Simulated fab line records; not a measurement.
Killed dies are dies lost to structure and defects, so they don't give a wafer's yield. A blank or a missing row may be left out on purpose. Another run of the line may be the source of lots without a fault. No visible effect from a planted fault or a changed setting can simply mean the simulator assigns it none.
fab line records ; flow sky130
[record] lots = 7; wafers = 21; last_day = 49
route steps=708 shown VT_ADJUST_PCH@144 SONOS_TUNNEL@154 PAD_OPEN@708
lots that met no fault: from a run of the same line without faults
start_h: hours from the record's opening day to when the first of the lot's shown wafers began ; wait_h: how many hours have passed since the lot's step before this one ; " the same as in the row above ; L1.1+2: one row covering several wafers at once ; - value missing, or start not given ; * or withheld: withheld ; < > ~ a bound
route shown NAME@n: names a module that has steps shown in the file, with the first one's number in the route ; usual: mean/standard deviation taken from wafers without a fault ; same: alike in all rows ; chamber/n: place in a boat ; sites: the reading at each site ; _std_site: the standard deviation of these ; _edge_site: the outer-site mean with the inner-site mean subtracted ; radius_mm: for every site, how far away it sits from the centre of the wafer ; mask NAME#n: copy n ; behind: the last tool/chamber to shape the wafer ; hold: cause of the lot's hold/its duration in hours/its outcome ; device: transistor that didn't switch, given as n, p or np ; end of line: at the end of the route, the tests of the same wafers ; a step with no rows: only its recipe ; killed: count of dies lost to structure and defects at first sort (not the wafer's yield) ; map: per-die view of a wafer (x killed, . not killed, _ where there is no die)
set.NAME: the setting the step ran with; set.NAME@STEP: the setting that earlier step ran with ; model.NAME: the simulator's own value behind a step, which no gauge read
lots at some steps of the route; a table a step, a row a wafer
services: the hour from which a tool's chamber was out of use, counted from the record's first day as start_h (under 0 if before that day), plus the number of hours and why
[[steps]]
[step SKY_VT_ADJUST_PCH_HMDS_01]
[recipe] prime_time_s = 60; prime_temp_c = 120
[step SKY_VT_ADJUST_PCH_COAT_02]
[recipe] spin_rpm = 2000; resist_thk_nm = 3000
[step SKY_VT_ADJUST_PCH_SOFTBAKE_03]
[recipe] temp_c = 110; time_s = withheld
[step SKY_VT_ADJUST_PCH_EXPOSE_04]
[recipe] mask_id = NWM; na = 0.6; source_shape = conventional; sigma_outer = 0.6; polarization = unpolarized; target_cd_nm = 840; dose_mj = 255
[step SKY_VT_ADJUST_PCH_PEB_05]
[recipe] temp_c = 115; time_s = withheld
[step SKY_VT_ADJUST_PCH_DEVELOP_06]
[recipe] wall_angle_deg = 90; developer = TMAH; develop_time_s = 60; dev_temp_c = 23
[step SKY_VT_ADJUST_PCH_OVL_MEAS_07]
[usual] VT_ADJUST_PCH_OVL = 0.5/1.3
lot.wafer;tool;chamber;start_h;wait_h;VT_ADJUST_PCH_OVL[nm]
L268.2;overlay-01;-;252.69;-;0.0
L268.4;overlay-01;-;252.69;-;1.1
L268.6;overlay-01;-;252.69;-;-0.7
L269.2;overlay-02;-;265.03;-;-1.4
L269.3;overlay-02;-;265.03;-;-1.8
L269.4;overlay-02;-;265.03;-;-2.6
L272.3;overlay-01;-;278.89;-;1.5
L272.5;overlay-01;-;278.89;-;0.2
L272.6;overlay-01;-;278.89;-;1.3
L274.1;overlay-01;-;299.74;-;2.4
L274.4;overlay-01;-;299.74;-;3.5
L274.5;overlay-01;-;299.74;-;2.8
L273.1;overlay-01;-;300.28;-;2.0
L273.2;overlay-01;-;300.28;-;0.1
L273.4;overlay-01;-;300.28;-;0.8
L275.2;overlay-02;-;305.54;-;0.1
L275.3;overlay-02;-;305.54;-;-1.2
L275.4;overlay-02;-;305.54;-;-0.9
L280.3;overlay-01;-;365.15;-;0.4
L280.4;overlay-01;-;365.15;-;2.0
L280.6;overlay-01;-;365.15;-;0.3
[step SKY_VT_ADJUST_PCH_IMPLANT_08]
[recipe] species = B; energy_kev = 10; dose_cm2 = 5e+11; tilt_deg = withheld
[step SKY_VT_ADJUST_PCH_STRIP_09]
[recipe] chemistry = O2/N2; power_w = 1400; pressure_mtorr = 1500; platen_temp_c = withheld; o2_flow_sccm = 3000; n2_flow_sccm = 300; overash_fraction = 0.5
[usual] drypump_motor_current_A = 5.5/0.32; oes_product_au = 0.723/0.0043; strip_time_to_endpoint_s = 36.98/0.094
lot.wafer;tool;chamber;start_h;wait_h;drypump_motor_current_A;oes_product_au;rf_hours_counter_h;strip_time_to_endpoint_s
L268.2;plasma_asher-03;1;252.87;0.1;5.8;0.718;43;37.00
L268.4;plasma_asher-03;1;252.87;0.1;5.8;0.723;-;37.10
L268.6;plasma_asher-03;1;252.87;0.1;5.8;0.727;-;37.12
L269.2;plasma_asher-04;1;265.21;0.1;5.3;0.725;59;36.95
L269.3;plasma_asher-04;1;265.21;0.1;5.3;0.726;-;37.12
L269.4;plasma_asher-04;0;265.21;0.1;5.5;0.729;-;36.99
L272.3;plasma_asher-01;0;279.09;0.1;5.6;0.723;-;36.98
L272.5;plasma_asher-01;1;279.09;0.1;4.9;0.731;-;36.95
L272.6;plasma_asher-01;0;279.09;0.1;5.6;0.726;-;37.03
L274.1;plasma_asher-03;1;299.92;0.1;5.8;0.714;47;36.96
L274.4;plasma_asher-03;0;299.92;0.1;5.9;0.723;-;36.89
L274.5;plasma_asher-03;0;299.92;0.1;5.9;0.720;-;36.94
L273.1;plasma_asher-03;0;300.47;0.1;5.9;0.720;47;36.93
L273.2;plasma_asher-03;1;300.47;0.1;5.8;0.722;47;37.06
L273.4;plasma_asher-03;0;300.47;0.1;5.9;0.723;-;36.99
L275.2;plasma_asher-04;1;305.72;0.1;5.3;0.724;62;36.83
L275.3;plasma_asher-04;0;305.72;0.1;5.6;0.728;-;36.89
L275.4;plasma_asher-04;1;305.72;0.1;5.3;0.722;-;36.85
L280.3;plasma_asher-04;0;365.35;0.1;5.5;0.716;-;36.90
L280.4;plasma_asher-04;1;365.35;0.1;5.3;0.722;-;36.92
L280.6;plasma_asher-04;0;365.35;0.1;5.5;0.725;-;36.86
[step SKY_VT_ADJUST_PCH_TW_MEAS_10]
[usual] VT_ADJUST_PCH_TW = 142.1/1.9
lot.wafer;tool;chamber;start_h;wait_h;VT_ADJUST_PCH_TW
L268.2;film_metro-03;-;252.98;0.1;140.9
L268.4;film_metro-03;-;252.98;0.1;141.1
L268.6;film_metro-03;-;252.98;0.1;140.8
L269.2;film_metro-03;-;265.32;0.1;141.3
L269.3;film_metro-03;-;265.32;0.1;141.0
L269.4;film_metro-03;-;265.32;0.1;141.4
L272.3;film_metro-04;-;279.18;0.1;140.9
L272.5;film_metro-04;-;279.18;0.1;141.9
L272.6;film_metro-04;-;279.18;0.1;141.6
L274.1;film_metro-02;-;300.02;0.1;145.2
L274.4;film_metro-02;-;300.02;0.1;146.3
L274.5;film_metro-02;-;300.02;0.1;145.8
L273.1;film_metro-03;-;300.57;0.1;142.0
L273.2;film_metro-03;-;300.57;0.1;140.9
L273.4;film_metro-03;-;300.57;0.1;141.1
L275.2;film_metro-02;-;305.83;0.1;146.1
L275.3;film_metro-02;-;305.83;0.1;145.3
L275.4;film_metro-02;-;305.83;0.1;146.3
L280.3;film_metro-03;-;365.44;0.1;140.6
L280.4;film_metro-03;-;365.44;0.1;140.6
L280.6;film_metro-03;-;365.44;0.1;141.6
[step SKY_SONOS_TUNNEL_DEHYDRATE_00]
[recipe] temp_c = 200; time_s = 60
[step SKY_SONOS_TUNNEL_HMDS_01]
[recipe] prime_time_s = 60; prime_temp_c = 120
[step SKY_SONOS_TUNNEL_COAT_02]
[recipe] resist = NOVOLAK; spin_rpm = 3000; resist_thk_nm = 1140
[usual] chill_plate_temp_C = 23.00/0.1; dispense_pressure_kPa = 48.1/1; exhaust_pa = 45.0/0.86
lot.wafer;tool;chamber;start_h;wait_h;chill_plate_temp_C;dispense_pressure_kPa;exhaust_pa
L268.2;litho_track-01;0;264.74;0.1;23.00;47.1;44.5
L268.4;litho_track-01;0;264.74;0.1;23.02;47.0;44.9
L268.6;litho_track-01;0;264.74;0.1;22.99;47.0;44.9
L269.2;litho_track-03;0;276.90;0.1;23.00;49.5;43.8
L269.3;litho_track-03;0;276.90;0.1;23.06;49.5;45.4
L269.4;litho_track-03;0;276.90;0.1;23.07;49.5;43.8
L272.3;litho_track-01;-;291.42;0.1;-;-;-
L272.5;litho_track-01;-;291.42;0.1;-;-;-
L272.6;litho_track-01;-;291.42;0.1;-;-;-
L274.1;litho_track-01;-;312.52;0.1;-;-;-
L274.4;litho_track-01;-;312.52;0.1;-;-;-
L274.5;litho_track-01;-;312.52;0.1;-;-;-
L273.1;litho_track-03;-;313.32;0.1;-;-;-
L273.2;litho_track-03;-;313.32;0.1;-;-;-
L273.4;litho_track-03;-;313.32;0.1;-;-;-
L275.2;litho_track-03;0;318.30;0.1;23.21;49.5;44.8
L275.3;litho_track-03;0;318.30;0.1;22.93;49.5;43.9
L275.4;litho_track-03;0;318.30;0.1;22.99;49.6;45.5
L280.3;litho_track-03;0;379.12;0.1;23.05;49.4;44.6
L280.4;litho_track-03;0;379.12;0.1;22.91;49.5;44.2
L280.6;litho_track-03;0;379.12;0.1;22.93;49.5;45.1
[step SKY_SONOS_TUNNEL_SOFTBAKE_03]
[recipe] temp_c = 90; time_s = 60; resist = NOVOLAK
[step SKY_SONOS_TUNNEL_EXPOSE_04]
[recipe] mask_id = TUNM; na = 0.6; source_shape = conventional; sigma_outer = 0.6; polarization = unpolarized; target_cd_nm = 410; dose_mj = 136
[step SKY_SONOS_TUNNEL_PEB_05]
[recipe] temp_c = withheld; time_s = *; resist = NOVOLAK
[step SKY_SONOS_TUNNEL_DEVELOP_06]
[recipe] resist = NOVOLAK; developer = TMAH; develop_time_s = 60; dev_temp_c = 23
[step SKY_SONOS_TUNNEL_CD_MEAS_07]
[recipe] target_cd_nm = 410
[usual] cd_nm = 410.0/2.4
lot.wafer;tool;chamber;start_h;wait_h;cd_nm
L268.2;cd_sem-02;-;276.69;0.1;409.5
L268.4;cd_sem-02;-;276.69;0.1;411.5
L268.6;cd_sem-02;-;276.69;0.1;410.6
L269.2;cd_sem-01;-;290.05;0.1;408.8
L269.3;cd_sem-01;-;290.05;0.1;405.6
L269.4;cd_sem-01;-;290.05;0.1;405.2
L272.3;cd_sem-01;-;304.41;0.1;-
L272.5;cd_sem-01;-;304.41;0.1;-
L272.6;cd_sem-01;-;304.41;0.1;-
L274.1;cd_sem-02;-;325.93;0.1;-
L274.4;cd_sem-02;-;325.93;0.1;-
L274.5;cd_sem-02;-;325.93;0.1;-
L273.1;cd_sem-02;-;326.62;0.1;-
L273.2;cd_sem-02;-;326.62;0.1;-
L273.4;cd_sem-02;-;326.62;0.1;-
L275.2;cd_sem-01;-;331.45;0.1;409.2
L275.3;cd_sem-01;-;331.45;0.1;411.4
L275.4;cd_sem-01;-;331.45;0.1;411.3
L280.3;cd_sem-01;-;394.37;0.1;412.3
L280.4;cd_sem-01;-;394.37;0.1;409.4
L280.6;cd_sem-01;-;394.37;0.1;410.7
[step SKY_SONOS_TUNNEL_OVL_MEAS_08]
[usual] SONOS_TUNNEL_OVL = 0.3/1.3
lot.wafer;tool;chamber;start_h;wait_h;SONOS_TUNNEL_OVL[nm]
L268.2;overlay-01;-;276.79;0.1;-1.4
L268.4;overlay-01;-;276.79;0.1;-0.9
L268.6;overlay-01;-;276.79;0.1;0.9
L269.2;overlay-01;-;290.16;0.1;-1.1
L269.3;overlay-01;-;290.16;0.1;-0.5
L269.4;overlay-01;-;290.16;0.1;1.1
L272.3;overlay-02;-;304.51;0.1;-
L272.5;overlay-02;-;304.51;0.1;-
L272.6;overlay-02;-;304.51;0.1;-
L274.1;overlay-02;-;326.05;0.1;-
L274.4;overlay-02;-;326.05;0.1;-
L274.5;overlay-02;-;326.05;0.1;-
L273.1;overlay-02;-;326.74;0.1;-
L273.2;overlay-02;-;326.74;0.1;-
L273.4;overlay-02;-;326.74;0.1;-
L275.2;overlay-02;-;331.56;0.1;-0.3
L275.3;overlay-02;-;331.56;0.1;-0.2
L275.4;overlay-02;-;331.56;0.1;0.9
L280.3;overlay-02;-;394.47;0.1;-1.1
L280.4;overlay-02;-;394.47;0.1;-0.4
L280.6;overlay-02;-;394.47;0.1;0.6
[step SKY_PAD_OPEN_PROBE_99]
[usual] killed_at_M0_to_M3 = 43/6.2; killed_at_M4_up = 2.8/1.7; killed_at_contacts = 24/4.8; killed_at_front_end = 15/4.3; killed_at_other = 0.3/0.55; killed_dies = 85/8.4; killed_on_rim = 17/3.8; killed_open = 46/6.7; killed_short = 38/6.2
[same] gross_dies = 492; killed_at_back_side = 0
lot.wafer;tool;chamber;start_h;wait_h;killed_at_M0_to_M3;killed_at_M4_up;killed_at_contacts;killed_at_front_end;killed_at_other;killed_dies;killed_on_rim;killed_open;killed_short
L268.2;prober-01;-;1097.38;0.1;41;2;28;8;0;79;14;42;36
L268.4;prober-01;-;1097.48;0.2;50;2;16;16;2;86;22;51;35
L268.6;prober-01;-;1097.58;0.2;40;7;35;15;1;98;18;44;54
L272.3;prober-01;-;1116.67;0.2;34;2;41;415;0;492;96;64;34
L272.5;prober-01;-;1116.77;0.2;50;6;28;408;0;492;96;40;60
L272.6;prober-01;-;1116.82;0.2;37;4;28;422;1;492;96;52;32
L273.1;prober-02;-;1125.41;0.1;42;6;20;424;0;492;96;51;35
L273.2;prober-02;-;1125.46;0.1;45;2;24;421;0;492;96;47;40
L273.4;prober-02;-;1125.56;0.2;50;3;22;417;0;492;96;55;47
L274.1;prober-01;-;1131.60;0.1;43;1;29;419;0;492;96;50;35
L274.4;prober-01;-;1131.75;0.2;43;4;19;426;0;492;96;41;41
L274.5;prober-01;-;1131.80;0.2;47;3;20;422;0;492;96;39;40
L280.3;prober-01;-;1171.99;0.2;51;1;30;15;0;97;24;52;45
L280.4;prober-01;-;1172.04;0.2;42;2;21;14;0;79;15;48;31
L280.6;prober-01;-;1172.14;0.2;45;3;26;7;1;82;19;37;44
// killed by level:class
L268.2 CONTACT:geometric_particle:open=9 LOCAL_INTERCONNECT:geometric_particle:short=8 VIA3:geometric_particle:open=8 METAL2:geometric_particle:short=7 VIA1:geometric_particle:open=7 VIA2:geometric_particle:open=6 CONTACT:geometric_particle:short=5 LI_CONTACT:geometric_particle:open=4
L268.4 VIA1:geometric_particle:open=14 VIA3:geometric_particle:open=8 METAL2:geometric_particle:short=6 VIA2:geometric_particle:open=6 FIELD_ISO:geometric_particle:short=5 POLY_GATE:geometric_particle:open=4 LI_CONTACT:geometric_particle:open=4 CONTACT:geometric_particle:open=4
L268.6 LI_CONTACT:geometric_particle:open=10 METAL1:geometric_particle:short=8 VIA3:geometric_particle:open=8 CONTACT:geometric_particle:open=7 LI_CONTACT:geometric_particle:short=7 VIA1:geometric_particle:open=7 LOCAL_INTERCONNECT:geometric_particle:short=6 METAL2:geometric_particle:short=6
L272.3 SONOS_TUNNEL:area_expose=394 LI_CONTACT:geometric_particle:open=18 CONTACT:geometric_particle:open=11 FIELD_ISO:geometric_particle:open=7 VIA2:geometric_particle:open=6 SPACER:geometric_particle:open=5 VIA3:geometric_particle:open=5 VIA1:geometric_particle:short=5
L272.5 SONOS_TUNNEL:area_expose=392 LI_CONTACT:geometric_particle:short=9 VIA1:geometric_particle:open=8 CONTACT:geometric_particle:open=8 VIA1:geometric_particle:short=8 METAL2:geometric_particle:short=8 POLY_GATE:geometric_particle:short=7 CONTACT:geometric_particle:short=7
L272.6 SONOS_TUNNEL:area_expose=408 CONTACT:geometric_particle:open=11 VIA1:geometric_particle:open=10 LI_CONTACT:geometric_particle:open=10 VIA3:geometric_particle:open=6 FIELD_ISO:geometric_particle:open=4 POLY_GATE:geometric_particle:short=4 CONTACT:geometric_particle:short=4
L273.1 SONOS_TUNNEL:area_expose=406 VIA1:geometric_particle:open=14 VIA2:geometric_particle:open=12 POLY_GATE:geometric_particle:open=5 LOCAL_INTERCONNECT:geometric_particle:short=5 CONTACT:geometric_particle:open=5 FIELD_ISO:geometric_particle:open=4 LI_CONTACT:geometric_particle:open=4
L273.2 SONOS_TUNNEL:area_expose=405 CONTACT:geometric_particle:open=10 VIA1:geometric_particle:open=8 FIELD_ISO:geometric_particle:short=7 LI_CONTACT:geometric_particle:open=6 METAL1:geometric_particle:short=6 VIA2:geometric_particle:open=6 VIA3:geometric_particle:short=6
L273.4 SONOS_TUNNEL:area_expose=390 VIA1:geometric_particle:open=13 FIELD_ISO:geometric_particle:short=9 CONTACT:geometric_particle:open=9 FIELD_ISO:geometric_particle:open=8 VIA3:geometric_particle:open=8 CONTACT:geometric_particle:short=7 POLY_GATE:geometric_particle:short=5
L274.1 SONOS_TUNNEL:area_expose=407 CONTACT:geometric_particle:open=13 VIA1:geometric_particle:open=9 VIA2:geometric_particle:open=8 LI_CONTACT:geometric_particle:open=7 VIA1:geometric_particle:short=5 METAL1:geometric_particle:short=5 METAL2:geometric_particle:short=5
L274.4 SONOS_TUNNEL:area_expose=409 VIA1:geometric_particle:open=11 VIA1:geometric_particle:short=7 POLY_GATE:geometric_particle:open=5 METAL1:geometric_particle:short=5 VIA2:geometric_particle:open=5 FIELD_ISO:geometric_particle:open=4 FIELD_ISO:geometric_particle:short=4
L274.5 SONOS_TUNNEL:area_expose=413 VIA3:geometric_particle:open=9 CONTACT:geometric_particle:open=8 VIA1:geometric_particle:open=8 CONTACT:geometric_particle:short=6 VIA1:geometric_particle:short=5 VIA2:geometric_particle:open=5 METAL3:geometric_particle:short=5
L280.3 VIA1:geometric_particle:open=11 METAL2:geometric_particle:short=10 CONTACT:geometric_particle:open=8 LI_CONTACT:geometric_particle:open=7 POLY_GATE:geometric_particle:open=6 CONTACT:geometric_particle:short=6 LI_CONTACT:geometric_particle:short=5 VIA1:geometric_particle:short=5
L280.4 VIA3:geometric_particle:open=11 VIA1:geometric_particle:open=9 LI_CONTACT:geometric_particle:open=8 METAL2:geometric_particle:short=8 CONTACT:geometric_particle:open=5 FIELD_ISO:geometric_particle:short=4 POLY_GATE:geometric_particle:open=4 METAL3:geometric_particle:short=4
L280.6 VIA1:geometric_particle:open=10 LI_CONTACT:geometric_particle:open=7 LOCAL_INTERCONNECT:geometric_particle:short=6 VIA2:geometric_particle:open=6 VIA2:geometric_particle:short=6 VIA1:geometric_particle:short=5 CONTACT:geometric_particle:short=5 METAL2:geometric_particle:short=5
// map L272.3 (x killed, . not)
__________xxxxxxxxxx_________
________xxxxxxxxxxxxxx_______
______xxxxxxxxxxxxxxxxxx_____
_____xxxxxxxxxxxxxxxxxxxx____
____xxxxxxxxxxxxxxxxxxxxxx___
___xxxxxxxxxxxxxxxxxxxxxxxx__
__xxxxxxxxxxxxxxxxxxxxxxxxxx_
_xxxxxxxxxxxxxxxxxxxxxxxxxxxx
_xxxxxxxxxxxxxxxxxxxxxxxxxxxx
_xxxxxxxxxxxxxxxxxxxxxxxxxxxx
_xxxxxxxxxxxxxxxxxxxxxxxxxxxx
_xxxxxxxxxxxxxxxxxxxxxxxxxxxx
_xxxxxxxxxxxxxxxxxxxxxxxxxxxx
_xxxxxxxxxxxxxxxxxxxxxxxxxxxx
_xxxxxxxxxxxxxxxxxxxxxxxxxxxx
__xxxxxxxxxxxxxxxxxxxxxxxxxx_
___xxxxxxxxxxxxxxxxxxxxxxxx__
____xxxxxxxxxxxxxxxxxxxxxx___
_____xxxxxxxxxxxxxxxxxxxx____
______xxxxxxxxxxxxxxxxxx_____
________xxxxxxxxxxxxxx_______
__________xxxxxxxxxx_________
// map L273.1 (x killed, . not)
__________xxxxxxxxxx_________
________xxxxxxxxxxxxxx_______
______xxxxxxxxxxxxxxxxxx_____
_____xxxxxxxxxxxxxxxxxxxx____
____xxxxxxxxxxxxxxxxxxxxxx___
___xxxxxxxxxxxxxxxxxxxxxxxx__
__xxxxxxxxxxxxxxxxxxxxxxxxxx_
_xxxxxxxxxxxxxxxxxxxxxxxxxxxx
_xxxxxxxxxxxxxxxxxxxxxxxxxxxx
_xxxxxxxxxxxxxxxxxxxxxxxxxxxx
_xxxxxxxxxxxxxxxxxxxxxxxxxxxx
_xxxxxxxxxxxxxxxxxxxxxxxxxxxx
_xxxxxxxxxxxxxxxxxxxxxxxxxxxx
_xxxxxxxxxxxxxxxxxxxxxxxxxxxx
_xxxxxxxxxxxxxxxxxxxxxxxxxxxx
__xxxxxxxxxxxxxxxxxxxxxxxxxx_
___xxxxxxxxxxxxxxxxxxxxxxxx__
____xxxxxxxxxxxxxxxxxxxxxx___
_____xxxxxxxxxxxxxxxxxxxx____
______xxxxxxxxxxxxxxxxxx_____
________xxxxxxxxxxxxxx_______
__________xxxxxxxxxx_________
[[services]]
tool;chamber;start_h;hours;kind
plasma_asher-04;-;256.23;1.2;repair
plasma_asher-04;-;276.41;7.3;repair
plasma_asher-03;-;323.88;0.4;repair
plasma_asher-01;-;340.91;1.2;repair
[[key]]
[first_sign] step = SKY_SONOS_TUNNEL_COAT_02; reading = tool_record; direction = missing
[effect] step = SKY_SONOS_TUNNEL_CD_MEAS_07; reading = cd_nm; direction = missing
[effect] step = SKY_SONOS_TUNNEL_OVL_MEAS_08; reading = SONOS_TUNNEL_OVL; direction = missing
[effect] step = SKY_PAD_OPEN_PROBE_99; reading = killed_at_front_end; direction = up; sigmas = 95; usual = 15; struck = 419
[more_kills_born_at] SKY_SONOS_TUNNEL_EXPOSE_04@iline_stepper-01 = 2395; SKY_SONOS_TUNNEL_EXPOSE_04@iline_stepper-02 = 1229
met_at SKY_SONOS_TUNNEL_COAT_02
struck_wafers L272.3,L272.5,L272.6,L273.1,L273.2,L273.4,L274.1,L274.4,L274.5
later_rows_left_out L272.3,L272.5,L272.6,L273.1,L273.2,L273.4,L274.1,L274.4,L274.5
tester_left_out L272,L273,L274
onset_between 276.90 291.42
[fault] kind = skipped_step_whole; tool = litho_track-01,litho_track-03; chamber = -; onset_h = 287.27; steps = SKY_SONOS_TUNNEL_COAT_02; scope = struck_lots_only
// tester_left_out: of these lots the tester's yield and bins aren't shown, on N5 and GAA mostly nor the transistor test; their killed dies are dies lost to structure and defects alone, not to doping, threshold or leakage, so they don't give the yield
// later_rows_left_out: the simulator's readings of these wafers behind a module that went badly wrong aren't trusted and aren't shown, but for the sort
